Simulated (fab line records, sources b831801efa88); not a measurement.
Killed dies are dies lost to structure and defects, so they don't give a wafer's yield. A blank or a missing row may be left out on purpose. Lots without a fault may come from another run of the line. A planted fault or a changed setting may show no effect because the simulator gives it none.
Chamber matching | flow sfq_line | SFQ_TRILAYER_I0_VIA_BARC_OPEN_VIA_ETCH_046 on rie_diel-01: 4 sister chambers
The step etches BARC in O2, target depth 125 nm, time 41.7 s. 8 wafers are shown with their chamber, then 9 later ones without.

WAFERS WITH THEIR CHAMBER
wafer  | chamber | drypump_motor_current_A (A) | run_length_s (s)
L140.6 | 3       | 5.7                         | 69.4
L141.5 | 0       | 4.8                         | 70.4
L142.1 | 1       | 5.8                         | 70.1
L142.3 | 3       | 5.8                         | 69.9
L142.6 | 0       | 4.8                         | 69.8
L143.3 | 2       | 6.1                         | 69.3
L143.5 | 1       | 5.8                         | 70.0
L143.6 | 2       | 6.1                         | 69.1

WAFERS WITHOUT THEIR CHAMBER
wafer  | drypump_motor_current_A (A) | run_length_s (s)
L145.2 | 4.8                         | 69.9
L145.5 | 4.8                         | 69.8
L145.6 | 6.1                         | 69.2
L148.1 | 6.1                         | 69.7
L148.4 | 5.7                         | 69.6
L148.5 | 4.8                         | 69.9
L151.1 | 6.1                         | 69.2
L152.1 | 5.8                         | 69.4
L155.4 | 5.8                         | 69.7

WHICH CHAMBER EACH WENT THROUGH
wafer  | from the rows above     | in truth
L145.2 | 0                       | 0
L145.5 | 0                       | 0
L145.6 | 2                       | 2
L148.1 | 2                       | 2
L148.4 | can't be placed: 3 or 1 | 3
L148.5 | 0                       | 0
L151.1 | 2                       | 2
L152.1 | can't be placed: 3 or 1 | 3
L155.4 | can't be placed: 1 or 3 | 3
Placed correctly: 6 of 9. Can't be placed from these rows: 3 (the true chamber is among the candidates in 3). Placed wrongly: 0.
How it was worked out, from the rows above alone: a wafer's distance from a chamber is the root of the sum, over the readings, of the square of ((its reading less the chamber's mean) divided by the reading's scatter). The wafer belongs to the nearest chamber; if the next one is less than 2 further off, it can't be placed. A chamber's mean is the mean of its shown wafers. The scatter: the root of (the sum of the squares of (reading less its chamber's mean) over the shown wafers, divided by (wafers less chambers)).
